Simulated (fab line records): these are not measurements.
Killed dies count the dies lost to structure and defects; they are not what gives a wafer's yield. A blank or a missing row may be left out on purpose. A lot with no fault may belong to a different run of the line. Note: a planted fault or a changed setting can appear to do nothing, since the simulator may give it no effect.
Chamber matching || flow sky130 || SKY_POLY_GATE_ETCH_16 on rieDiel-04 has 4 sister chambers
The step etches Si3N4 in CH3F/O2, stops on poly-Si, time 147.5 s, target depth 75 nm. 8 wafers are shown with their chamber, then 11 later ones without.

== WAFERS PAIRED WITH THEIR CHAMBERS ==
{"wafer": "L076.2", "chamber": 1, "drypumpMotorCurrentA (A)": 6.2, "ch3fFlowSccm (sccm)": 40.04}
{"wafer": "L080.1", "chamber": 0, "drypumpMotorCurrentA (A)": 6.0, "ch3fFlowSccm (sccm)": 39.86}
{"wafer": "L080.5", "chamber": 3, "drypumpMotorCurrentA (A)": 5.6, "ch3fFlowSccm (sccm)": 40.10}
{"wafer": "L083.2", "chamber": 3, "drypumpMotorCurrentA (A)": 5.6, "ch3fFlowSccm (sccm)": 39.94}
{"wafer": "L083.4", "chamber": 0, "drypumpMotorCurrentA (A)": 6.0, "ch3fFlowSccm (sccm)": 40.00}
{"wafer": "L084.4", "chamber": 1, "drypumpMotorCurrentA (A)": 6.2, "ch3fFlowSccm (sccm)": 39.96}
{"wafer": "L084.5", "chamber": 2, "drypumpMotorCurrentA (A)": 5.6, "ch3fFlowSccm (sccm)": 39.95}
{"wafer": "L089.1", "chamber": 2, "drypumpMotorCurrentA (A)": 5.7, "ch3fFlowSccm (sccm)": 39.84}

== WAFERS WITH NO CHAMBER GIVEN ==
{"wafer": "L089.4", "drypumpMotorCurrentA (A)": 5.6, "ch3fFlowSccm (sccm)": 39.86}
{"wafer": "L089.5", "drypumpMotorCurrentA (A)": 6.1, "ch3fFlowSccm (sccm)": 39.98}
{"wafer": "L090.2", "drypumpMotorCurrentA (A)": 5.7, "ch3fFlowSccm (sccm)": 39.73}
{"wafer": "L090.3", "drypumpMotorCurrentA (A)": 5.6, "ch3fFlowSccm (sccm)": 40.07}
{"wafer": "L090.4", "drypumpMotorCurrentA (A)": 6.1, "ch3fFlowSccm (sccm)": 40.05}
{"wafer": "L091.1", "drypumpMotorCurrentA (A)": 5.7, "ch3fFlowSccm (sccm)": 39.98}
{"wafer": "L091.2", "drypumpMotorCurrentA (A)": 5.6, "ch3fFlowSccm (sccm)": 39.93}
{"wafer": "L091.6", "drypumpMotorCurrentA (A)": 5.7, "ch3fFlowSccm (sccm)": 39.88}
{"wafer": "L092.1", "drypumpMotorCurrentA (A)": 5.6, "ch3fFlowSccm (sccm)": 39.94}
{"wafer": "L092.3", "drypumpMotorCurrentA (A)": 6.1, "ch3fFlowSccm (sccm)": 39.90}
{"wafer": "L092.6", "drypumpMotorCurrentA (A)": 5.6, "ch3fFlowSccm (sccm)": 39.93}

== EACH ONE'S CHAMBER ==
{"wafer": "L089.4", "from the rows above": "can't be placed: 2 or 3", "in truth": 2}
{"wafer": "L089.5", "from the rows above": "can't be placed: 1 or 0", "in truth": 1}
{"wafer": "L090.2", "from the rows above": "can't be placed: 2 or 3", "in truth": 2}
{"wafer": "L090.3", "from the rows above": "can't be placed: 3 or 2", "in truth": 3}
{"wafer": "L090.4", "from the rows above": "can't be placed: 1 or 0", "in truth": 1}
{"wafer": "L091.1", "from the rows above": "can't be placed: 2 or 3", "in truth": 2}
{"wafer": "L091.2", "from the rows above": "can't be placed: 3 or 2", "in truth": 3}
{"wafer": "L091.6", "from the rows above": "can't be placed: 2 or 3", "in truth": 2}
{"wafer": "L092.1", "from the rows above": "can't be placed: 3 or 2", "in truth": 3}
{"wafer": "L092.3", "from the rows above": "can't be placed: 0 or 1", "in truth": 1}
{"wafer": "L092.6", "from the rows above": "can't be placed: 3 or 2", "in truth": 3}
Correct placement for 0 of the 11. From these rows, 11 cannot be placed; in 11 the true chamber is one of the candidates. Placed wrongly: 0.
How it was worked out, from the rows above alone: a wafer's distance from a chamber is the root of the sum, over the readings, of the square of ((its reading less the chamber's mean) divided by the reading's scatter). The wafer belongs to the nearest chamber; if the next one is less than 2 further off, it can't be placed. Each chamber's mean is taken over the wafers shown for it. The scatter: take each reading less its chamber's mean, square it, sum over the shown wafers, divide by the number of wafers less the number of chambers, and take the root.
